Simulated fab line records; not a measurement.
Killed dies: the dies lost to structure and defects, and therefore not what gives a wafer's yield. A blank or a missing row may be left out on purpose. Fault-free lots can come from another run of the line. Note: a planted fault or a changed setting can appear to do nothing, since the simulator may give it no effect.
fab line records -- flow sky130
record lots=6, wafers=17, last_day=50
route steps=708 shown SONOS_ONO@171 PAD_OPEN@708
lots with no fault: from the same line, run without faults
start_h: hours from the record's opening day to when the first of the lot's shown wafers began -- wait_h: how many hours have passed since the lot's step before this one -- " identical to the entry in the row above -- L1.1+2: one row covering several wafers at once -- - value missing, or start not given -- * or withheld: withheld -- < > ~ a bound
route shown NAME@n: a module of which the file shows steps, and the number in the route of the first -- usual: mean and standard deviation over wafers with no fault -- same: alike in all rows -- chamber/n: place in a boat -- sites: the reading at each site -- _std_site: standard deviation of those values -- _edge_site: the outer-site mean with the inner-site mean subtracted -- radius_mm: how far each site lies from the wafer's centre -- mask NAME#n: copy n -- behind: the tool/chamber that last shaped the wafer -- hold: what put the lot on hold/how long, in hours/how the hold closed -- device: which transistor (n, p or np) failed to switch -- end of line: the same wafers' tests at the end of the route -- step lacking rows: just its recipe -- killed: count of dies lost to structure and defects at first sort (not the wafer's yield) -- map: dies across one wafer; x = killed, . = not, _ = none there
set.NAME: the run value of the setting; set.NAME@STEP: its run value at that earlier step -- model.NAME: the simulator's own value behind a step, which no gauge read
certain route steps with their lots: each step a table, each wafer a row
services: the hour from which a tool's chamber was out of use, counted from the record's first day as start_h (under 0 if before that day), plus the number of hours and why
## steps
# step SKY_SONOS_ONO_THK_MEAS_03
# recipe reads=Si3N4_of_SONOS_ONO_CVD_02
# usual SONOS_ONO_CVD_02_THK=10.61/0.14
lot.wafer,tool,chamber,start_h,wait_h,SONOS_ONO_CVD_02_THK[nm]
L988.1,film_metro-02,-,310.34,0.0,10.55
L988.3,film_metro-02,-,310.34,0.0,10.60
L988.4,film_metro-02,-,310.34,0.0,10.60
L989.3,film_metro-04,-,310.36,0.0,10.70
L989.4,film_metro-04,-,310.36,0.0,10.72
L989.5,film_metro-04,-,310.36,0.0,10.70
L991.2,film_metro-02,-,323.55,0.0,10.51
L991.3,film_metro-02,-,323.55,0.0,10.60
L991.5,film_metro-02,-,323.55,0.0,10.46
L100.2,film_metro-02,-,384.35,0.0,10.64
L100.3,film_metro-02,-,384.35,0.0,10.61
L100.6,film_metro-02,-,384.35,0.0,10.64
L102.5,film_metro-03,-,401.74,0.0,10.38
L102.6,film_metro-03,-,401.74,0.0,10.56
L105.2,film_metro-02,-,425.38,0.0,10.51
L105.3,film_metro-02,-,425.38,0.0,10.58
L105.4,film_metro-02,-,425.38,0.0,10.56
# step SKY_SONOS_ONO_CVD_04
# recipe material=SiO2, precursor=SiH4/N2O, target_thk_nm=5.7199, temp_c=900, pressure_mtorr=400
# step SKY_SONOS_ONO_THK_MEAS_05
# recipe reads=SiO2_of_SONOS_ONO_CVD_04
# usual SONOS_ONO_CVD_04_THK=5.70/0.082
lot.wafer,tool,chamber,start_h,wait_h,SONOS_ONO_CVD_04_THK[nm]
L988.1,film_metro-02,-,311.65,0.0,5.80
L988.3,film_metro-02,-,311.65,0.0,5.76
L988.4,film_metro-02,-,311.65,0.0,5.88
L989.3,film_metro-04,-,311.67,0.0,5.65
L989.4,film_metro-04,-,311.67,0.0,5.67
L989.5,film_metro-04,-,311.67,0.0,5.65
L991.2,film_metro-04,-,324.86,0.0,5.58
L991.3,film_metro-04,-,324.86,0.0,5.57
L991.5,film_metro-04,-,324.86,0.0,5.55
L100.2,film_metro-03,-,385.66,0.0,5.64
L100.3,film_metro-03,-,385.66,0.0,5.72
L100.6,film_metro-03,-,385.66,0.0,5.69
L102.5,film_metro-04,-,403.05,0.0,5.77
L102.6,film_metro-04,-,403.05,0.0,5.79
L105.2,film_metro-03,-,426.69,0.0,5.64
L105.3,film_metro-03,-,426.69,0.0,5.68
L105.4,film_metro-03,-,426.69,0.0,5.71
# step SKY_SONOS_ONO_DEHYDRATE_06
# recipe temp_c=200, time_s=60
# step SKY_SONOS_ONO_HMDS_07
# recipe prime_time_s=60, prime_temp_c=120
# step SKY_SONOS_ONO_COAT_08
# recipe resist=NOVOLAK, spin_rpm=3000, resist_thk_nm=1140
# step SKY_SONOS_ONO_SOFTBAKE_09
# recipe temp_c=90, time_s=60, resist=NOVOLAK
# step SKY_SONOS_ONO_EXPOSE_10
# recipe mask_id=ONOM, target_cd_nm=410, na=0.6, source_shape=conventional, sigma_outer=0.6, dose_mj=150
# step SKY_SONOS_ONO_PEB_11
# recipe temp_c=withheld, time_s=*, resist=NOVOLAK
# step SKY_SONOS_ONO_DEVELOP_12
# recipe develop_time_s=60, dev_temp_c=23
# step SKY_SONOS_ONO_CD_MEAS_13
# recipe target_cd_nm=410
# usual cd_nm=410.0/2.6
lot.wafer,tool,chamber,start_h,wait_h,cd_nm
L988.1,cd_sem-01,-,336.36,0.1,411.1
L988.3,cd_sem-01,-,336.36,0.1,409.7
L988.4,cd_sem-01,-,336.36,0.1,411.9
L989.3,cd_sem-01,-,337.40,0.1,407.7
L989.4,cd_sem-01,-,337.40,0.1,408.9
L989.5,cd_sem-01,-,337.40,0.1,407.3
L991.2,cd_sem-01,-,350.69,0.1,406.9
L991.3,cd_sem-01,-,350.69,0.1,408.2
L991.5,cd_sem-01,-,350.69,0.1,409.5
L100.2,cd_sem-02,-,413.54,0.1,409.3
L100.3,cd_sem-02,-,413.54,0.1,407.2
L100.6,cd_sem-02,-,413.54,0.1,407.8
L102.5,cd_sem-01,-,433.19,0.3,408.8
L102.6,cd_sem-01,-,433.19,0.3,407.5
L105.2,cd_sem-02,-,458.23,0.1,413.6
L105.3,cd_sem-02,-,458.23,0.1,412.7
L105.4,cd_sem-02,-,458.23,0.1,415.2
# step SKY_SONOS_ONO_OVL_MEAS_14
# usual SONOS_ONO_OVL=0.1/1.3
lot.wafer,tool,chamber,start_h,wait_h,SONOS_ONO_OVL[nm]
L988.1,overlay-01,-,336.48,0.1,0.1
L988.3,overlay-01,-,336.48,0.1,0.0
L988.4,overlay-01,-,336.48,0.1,0.8
L989.3,overlay-02,-,337.50,0.1,-0.5
L989.4,overlay-02,-,337.50,0.1,0.2
L989.5,overlay-02,-,337.50,0.1,-1.9
L991.2,overlay-02,-,350.80,0.1,0.0
L991.3,overlay-02,-,350.80,0.1,1.2
L991.5,overlay-02,-,350.80,0.1,0.7
L100.2,overlay-01,-,413.65,0.1,0.4
L100.3,overlay-01,-,413.65,0.1,-1.4
L100.6,overlay-01,-,413.65,0.1,-0.8
L102.5,overlay-01,-,433.26,0.0,-1.5
L102.6,overlay-01,-,433.26,0.0,-0.8
L105.2,overlay-02,-,458.34,0.1,2.7
L105.3,overlay-02,-,458.34,0.1,3.0
L105.4,overlay-02,-,458.34,0.1,2.1
# step SKY_SONOS_ONO_ETCH_15
# recipe target_depth_nm=19.52, chemistry=CHF3/O2, source_w=600, bias_w=200, pressure_mtorr=40, chf3_flow_sccm=50, O2_flow_sccm=5, time_s=7.8
# usual drypump_motor_current_A=5.7/0.38, oes_product_au=0.997/0.01, throttle_valve_pct=8.824/0.0085
lot.wafer,tool,chamber,start_h,wait_h,drypump_motor_current_A,oes_product_au,rf_hours_counter_h,throttle_valve_pct,model.etch.depth_nm,model.SONOS_ONO.feature_depth_nm,model.NOVOLAK_of_SONOS_ONO_COAT_08.thk_nm
L988.1,rie_diel-01,2,336.51,0.0,6.0,1.017,117,8.841,20.08,20.08,1121
L988.3,rie_diel-01,0,336.51,0.0,5.4,1.001,3,8.827,19.57,19.57,1120
L988.4,rie_diel-01,1,336.51,0.0,6.2,0.987,12,8.830,19.21,19.21,1123
L989.3,rie_diel-04,1,337.52,0.0,6.1,1.013,1,8.829,19.7,19.7,1123
L989.4,rie_diel-04,2,337.52,0.0,5.6,0.981,5,8.809,19.01,19.01,1122
L989.5,rie_diel-04,3,337.52,0.0,5.6,0.993,-,8.834,19.64,19.64,1118
L991.2,rie_diel-01,2,350.83,0.0,5.9,1.012,117,8.817,19.83,19.83,1123
L991.3,rie_diel-01,0,350.83,0.0,5.4,0.996,3,8.808,19.55,19.55,1125
L991.5,rie_diel-01,0,350.83,0.0,5.4,1.009,-,8.831,19.84,19.84,1125
L100.2,rie_diel-01,0,413.68,0.0,5.4,0.781,4,8.783,12.39,12.39,1129
L100.3,rie_diel-01,1,413.68,0.0,6.2,0.989,14,8.831,19.46,19.46,1125
L100.6,rie_diel-01,2,413.68,0.0,5.9,1.004,-,8.844,19.75,19.75,1122
L102.5,rie_diel-01,0,433.28,0.0,5.4,0.763,-,8.779,12.28,12.28,1127
L102.6,rie_diel-01,3,433.28,0.0,5.7,1.000,-,8.820,19.51,19.51,1120
L105.2,rie_diel-02,1,458.37,0.0,6.5,0.990,4,8.821,19.28,19.28,1122
L105.3,rie_diel-02,2,458.37,0.0,5.2,0.992,9,8.831,19.49,19.49,1120
L105.4,rie_diel-02,0,458.37,0.0,5.4,1.015,-,8.842,19.89,19.89,1121
# step SKY_SONOS_ONO_WET_ETCH_16
# recipe chemistry=dHF, target_depth_nm=14, dry=n2_spin, target=SiO2, dilution=100:1, temp_c=25, time_s=280
# step SKY_PAD_OPEN_PROBE_99
# usual killed_at_M0_to_M3=44/6.5, killed_at_M4_up=3.3/1.9, killed_at_contacts=24/5.3, killed_at_front_end=15/4.5, killed_at_other=0.3/0.58, killed_dies=87/9.3, killed_open=48/6.6, killed_short=39/6.1
# same gross_dies=492, killed_at_back_side=0
lot.wafer,tool,chamber,start_h,wait_h,killed_at_M0_to_M3,killed_at_M4_up,killed_at_contacts,killed_at_front_end,killed_at_other,killed_dies,killed_open,killed_short,model.etest.nfet_16v.r_on_ohm_um,model.etest.pfet_16v.r_on_ohm_um,model.etest.pfet_g5v0d10v5.r_on_ohm_um,model.etest.nfet_g5v0d10v5.r_on_ohm_um,model.etest.nfet_g5v0d10v5.drive_ua_um,model.etest.tip_sonos.rs_ohm_sq,model.etest.nfet_05v0_nvt.drive_ua_um,model.etest.nfet_16v.drive_ua_um
L989.3,prober-02,-,1114.58,0.2,43,4,26,10,0,83,40,43,1.423e+04,1.494e+04,4678,1874,598.6,2665,572.8,219.1
L989.4,prober-02,-,1114.63,0.2,49,0,17,16,2,84,41,43,1.436e+04,1.508e+04,4667,1878,598.9,2677,576.6,219.3
L989.5,prober-02,-,1114.68,0.2,52,1,16,17,2,88,49,39,1.417e+04,1.504e+04,4698,1883,605.1,2665,577.7,223.2
L988.1,prober-02,-,1118.09,0.1,35,4,21,13,0,73,41,32,1.421e+04,1.55e+04,4707,1874,601.6,2586,578.5,220.8
L988.3,prober-02,-,1118.19,0.2,49,2,16,18,0,85,51,34,1.416e+04,1.518e+04,4820,1894,599.9,2596,578.1,219.8
L988.4,prober-02,-,1118.24,0.2,45,3,28,16,0,92,50,42,1.422e+04,1.531e+04,4794,1890,602.5,2572,571.1,220.1
L991.2,prober-01,-,1125.68,0.1,45,3,25,17,1,91,51,40,1.427e+04,1.569e+04,4816,1892,603.7,2606,574.6,221.2
L991.3,prober-01,-,1125.73,0.2,31,1,31,16,1,80,49,31,1.424e+04,1.575e+04,4736,1874,606.3,2590,583,225.2
L991.5,prober-01,-,1125.83,0.2,45,5,19,23,0,92,50,42,1.434e+04,1.567e+04,4818,1892,611.6,2585,576.6,223.1
L100.2,prober-01,-,1168.28,0.1,45,4,24,16,1,90,57,33,1.787e+04,1.676e+04,5437,2439,391.2,3077,413.7,128.2
L100.3,prober-01,-,1168.33,0.2,31,3,23,16,1,74,36,38,1.398e+04,1.579e+04,4754,1868,591.4,2914,563.8,217.7
L100.6,prober-01,-,1168.48,0.2,51,2,28,17,0,98,50,48,1.396e+04,1.544e+04,4742,1886,598.2,2862,565.5,218.8
L102.5,prober-02,-,1177.95,0.2,36,3,24,21,3,87,49,38,1.772e+04,1.637e+04,5535,2438,399.6,2917,426.7,133.2
L102.6,prober-02,-,1178.00,0.2,47,5,27,9,1,89,48,41,1.386e+04,1.522e+04,4782,1871,615.9,2670,581.5,225.8
L105.2,prober-01,-,1192.69,0.1,44,3,31,11,0,89,50,39,1.428e+04,1.505e+04,4792,1874,607.8,2674,575,221.8
L105.3,prober-01,-,1192.74,0.2,35,5,17,17,1,75,47,28,1.402e+04,1.48e+04,4681,1843,615.9,2644,588.3,226.3
L105.4,prober-01,-,1192.79,0.2,40,5,29,8,0,82,50,32,1.416e+04,1.497e+04,4791,1882,614.5,2648,581.3,223.5
# killed by level:class
L989.3 CONTACT:geometric_particle:open=10 VIA1:geometric_particle:open=7 VIA2:geometric_particle:open=7 METAL1:geometric_particle:short=6 VIA1:geometric_particle:short=6 LI_CONTACT:geometric_particle:short=4 LI_CONTACT:geometric_particle:open=4 LOCAL_INTERCONNECT:geometric_particle:short=4
L989.4 VIA1:geometric_particle:open=11 VIA1:geometric_particle:short=10 METAL1:geometric_particle:short=7 VIA2:geometric_particle:open=7 FIELD_ISO:geometric_particle:short=6 LOCAL_INTERCONNECT:geometric_particle:short=6 CONTACT:geometric_particle:open=6 POLY_GATE:geometric_particle:open=4
L989.5 VIA1:geometric_particle:open=14 VIA2:geometric_particle:open=10 VIA1:geometric_particle:short=6 VIA3:geometric_particle:short=6 LI_CONTACT:geometric_particle:open=5 VIA3:geometric_particle:open=5 FIELD_ISO:geometric_particle:short=4 POLY_GATE:geometric_particle:short=3
L988.1 VIA1:geometric_particle:open=13 VIA2:geometric_particle:open=6 FIELD_ISO:geometric_particle:open=5 LI_CONTACT:geometric_particle:open=5 LOCAL_INTERCONNECT:geometric_particle:short=5 CONTACT:geometric_particle:short=5 METAL1:geometric_particle:short=5 CONTACT:geometric_particle:open=4
L988.3 VIA1:geometric_particle:open=15 FIELD_ISO:geometric_particle:short=9 VIA2:geometric_particle:open=9 CONTACT:geometric_particle:open=7 FIELD_ISO:geometric_particle:open=5 VIA3:geometric_particle:open=5 LI_CONTACT:geometric_particle:open=4 LOCAL_INTERCONNECT:geometric_particle:short=4
L988.4 CONTACT:geometric_particle:open=9 VIA1:geometric_particle:open=9 FIELD_ISO:geometric_particle:short=8 LI_CONTACT:geometric_particle:open=8 METAL2:geometric_particle:short=7 LOCAL_INTERCONNECT:geometric_particle:short=7 VIA3:geometric_particle:open=7 METAL1:geometric_particle:short=4
L991.2 VIA1:geometric_particle:open=10 VIA3:geometric_particle:open=9 POLY_GATE:geometric_particle:open=8 LI_CONTACT:geometric_particle:open=8 CONTACT:geometric_particle:short=6 CONTACT:geometric_particle:open=5 METAL1:geometric_particle:short=5 METAL2:geometric_particle:short=5
L991.3 CONTACT:geometric_particle:open=10 LOCAL_INTERCONNECT:geometric_particle:short=7 LI_CONTACT:geometric_particle:open=6 VIA3:geometric_particle:open=6 POLY_GATE:geometric_particle:open=5 POLY_GATE:geometric_particle:short=5 VIA1:geometric_particle:open=5 FIELD_ISO:geometric_particle:open=4
L991.5 VIA1:geometric_particle:open=13 VIA3:geometric_particle:open=8 FIELD_ISO:geometric_particle:short=6 LI_CONTACT:geometric_particle:open=6 VIA1:geometric_particle:short=6 POLY_GATE:geometric_particle:open=5 CONTACT:geometric_particle:open=5 METAL2:geometric_particle:short=5
L100.2 VIA1:geometric_particle:open=15 CONTACT:geometric_particle:open=10 VIA3:geometric_particle:open=8 LI_CONTACT:geometric_particle:open=8 POLY_GATE:geometric_particle:short=6 METAL2:geometric_particle:short=6 FIELD_ISO:geometric_particle:open=3 FIELD_ISO:geometric_particle:short=3
L100.3 LI_CONTACT:geometric_particle:open=6 CONTACT:geometric_particle:open=6 VIA3:geometric_particle:open=6 METAL2:geometric_particle:short=6 VIA1:geometric_particle:open=5 CONTACT:geometric_particle:short=5 METAL1:geometric_particle:short=5 LOCAL_INTERCONNECT:geometric_particle:short=4
L100.6 METAL1:geometric_particle:short=12 CONTACT:geometric_particle:open=12 LI_CONTACT:geometric_particle:open=8 VIA1:geometric_particle:open=7 FIELD_ISO:geometric_particle:short=6 VIA2:geometric_particle:open=6 VIA3:geometric_particle:open=6 VIA2:geometric_particle:short=5
L102.5 POLY_GATE:geometric_particle:short=9 LI_CONTACT:geometric_particle:open=9 VIA1:geometric_particle:open=8 CONTACT:geometric_particle:open=8 VIA1:geometric_particle:short=6 VIA2:geometric_particle:open=6 FIELD_ISO:geometric_particle:open=5 METAL2:geometric_particle:short=5
L102.6 VIA1:geometric_particle:open=12 CONTACT:geometric_particle:open=11 VIA3:geometric_particle:open=7 METAL1:geometric_particle:short=6 VIA1:geometric_particle:short=6 METAL2:geometric_particle:short=5 METAL4:geometric_particle:short=5 LI_CONTACT:geometric_particle:short=4
L105.2 CONTACT:geometric_particle:open=14 VIA1:geometric_particle:open=9 VIA2:geometric_particle:open=8 FIELD_ISO:geometric_particle:short=5 CONTACT:geometric_particle:short=5 METAL2:geometric_particle:short=5 VIA3:geometric_particle:open=5 LI_CONTACT:geometric_particle:open=4
L105.3 VIA1:geometric_particle:open=10 POLY_GATE:geometric_particle:open=7 CONTACT:geometric_particle:open=7 VIA1:geometric_particle:short=5 VIA3:geometric_particle:open=5 FIELD_ISO:geometric_particle:open=4 LI_CONTACT:geometric_particle:open=3 LOCAL_INTERCONNECT:geometric_particle:short=3
L105.4 CONTACT:geometric_particle:open=16 VIA1:geometric_particle:open=10 LI_CONTACT:geometric_particle:open=6 VIA3:geometric_particle:open=5 CONTACT:geometric_particle:short=4 METAL2:geometric_particle:short=4 VIA2:geometric_particle:open=4 METAL3:geometric_particle:short=4
## services
tool,chamber,start_h,hours,kind
rie_diel-02,0,332.00,3.8,repair
rie_diel-01,-,339.07,1.2,repair
rie_diel-01,0,340.58,1.9,repair
rie_diel-01,2,362.65,2.6,repair
rie_diel-01,2,365.28,-,clean
rie_diel-01,2,365.28,25.4,scheduled_down
rie_diel-01,2,365.28,25.4,vent_cycle
rie_diel-04,-,377.64,28.1,pm
rie_diel-02,1,386.06,4.2,repair
rie_diel-04,2,409.28,9.4,repair
rie_diel-02,0,426.61,6.6,repair
rie_diel-02,3,447.88,-,clean
rie_diel-02,3,447.88,12.3,scheduled_down
rie_diel-02,3,447.88,12.3,vent_cycle
## key
first_sign step=SKY_SONOS_ONO_ETCH_15, reading=oes_product_au, direction=down, sigmas=23, usual=0.997, struck=0.772
effect step=SKY_SONOS_ONO_ETCH_15, reading=throttle_valve_pct, direction=down, sigmas=5, usual=8.824, struck=8.781
model_effect step=SKY_SONOS_ONO_ETCH_15, value=etch.depth_nm, without=19.57, struck=12.34
model_effect step=SKY_PAD_OPEN_PROBE_99, value=etest.nfet_16v.r_on_ohm_um, without=1.408e+04, struck=1.779e+04
met_at SKY_SONOS_ONO_ETCH_15
struck_wafers L100.2,L102.5
tester_left_out L100,L102
onset_between 350.83 413.68
fault kind=process_parameter_drift, tool=rie_diel-01, chamber=-, onset_h=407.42, steps=SKY_SONOS_ONO_ETCH_15, channel=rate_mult, offset=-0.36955, shape=step, end_h=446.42, scope=struck_wafers_only
# tester_left_out: of these lots the tester's yield and bins aren't shown, on N5 and GAA mostly nor the transistor test; their killed dies are dies lost to structure and defects alone, not to doping, threshold or leakage, so they don't give the yield
